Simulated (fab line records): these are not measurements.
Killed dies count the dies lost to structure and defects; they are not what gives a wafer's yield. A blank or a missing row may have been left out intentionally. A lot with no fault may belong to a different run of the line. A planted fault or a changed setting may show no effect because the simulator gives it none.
Chamber matching || flow sky130 || 3 sister chambers for SKY_PASSIVATION_CVD_02 on pecvd-04
The step deposits Si3N4, target thk 540 nm. 6 wafers are shown with their chamber, then 12 later ones without.

WAFERS WITH THEIR CHAMBER
{"wafer": "L084.6", "chamber": 2, "heater_power_w (W)": 696}
{"wafer": "L086.2", "chamber": 1, "heater_power_w (W)": 650}
{"wafer": "L086.5", "chamber": 0, "heater_power_w (W)": 736}
{"wafer": "L090.3", "chamber": 0, "heater_power_w (W)": 807}
{"wafer": "L090.4", "chamber": 1, "heater_power_w (W)": 757}
{"wafer": "L090.6", "chamber": 2, "heater_power_w (W)": 735}

WAFERS MISSING THEIR CHAMBER
{"wafer": "L094.3", "heater_power_w (W)": 768}
{"wafer": "L094.4", "heater_power_w (W)": 633}
{"wafer": "L094.5", "heater_power_w (W)": 750}
{"wafer": "L093.3", "heater_power_w (W)": 673}
{"wafer": "L093.5", "heater_power_w (W)": 825}
{"wafer": "L093.6", "heater_power_w (W)": 720}
{"wafer": "L097.1", "heater_power_w (W)": 856}
{"wafer": "L097.2", "heater_power_w (W)": 714}
{"wafer": "L097.6", "heater_power_w (W)": 767}
{"wafer": "L095.2", "heater_power_w (W)": 828}
{"wafer": "L095.3", "heater_power_w (W)": 668}
{"wafer": "L095.4", "heater_power_w (W)": 838}

WHICH CHAMBER EACH ONE RAN IN
{"wafer": "L094.3", "from the rows above": "can't be placed: 0 or 2 or 1", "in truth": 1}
{"wafer": "L094.4", "from the rows above": "can't be placed: 1 or 2 or 0", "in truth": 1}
{"wafer": "L094.5", "from the rows above": "can't be placed: 0 or 2 or 1", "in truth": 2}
{"wafer": "L093.3", "from the rows above": "can't be placed: 1 or 2 or 0", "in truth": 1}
{"wafer": "L093.5", "from the rows above": "can't be placed: 0 or 2 or 1", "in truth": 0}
{"wafer": "L093.6", "from the rows above": "can't be placed: 2 or 1 or 0", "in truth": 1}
{"wafer": "L097.1", "from the rows above": "can't be placed: 0 or 2 or 1", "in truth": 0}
{"wafer": "L097.2", "from the rows above": "can't be placed: 2 or 1 or 0", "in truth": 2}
{"wafer": "L097.6", "from the rows above": "can't be placed: 0 or 2 or 1", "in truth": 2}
{"wafer": "L095.2", "from the rows above": "can't be placed: 0 or 2 or 1", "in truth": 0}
{"wafer": "L095.3", "from the rows above": "can't be placed: 1 or 2 or 0", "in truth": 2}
{"wafer": "L095.4", "from the rows above": "can't be placed: 0 or 2 or 1", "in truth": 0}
0 of 12 placed correctly. Cannot be placed on the basis of these rows: 12; the candidates contain the true chamber in 12. Number placed wrongly: 0.
How it was worked out, from the rows above alone: a wafer's distance from a chamber is the root of the sum, over the readings, of the square of ((its reading less the chamber's mean) divided by the reading's scatter). If the next closest chamber is less than 2 further off than the closest, the wafer can't be placed; otherwise it belongs to the closest. A chamber's mean is the mean of its shown wafers. How the scatter is found: for the shown wafers, subtract from each reading the mean of its chamber, square and add these, divide the total by (wafers less chambers), then take the root.
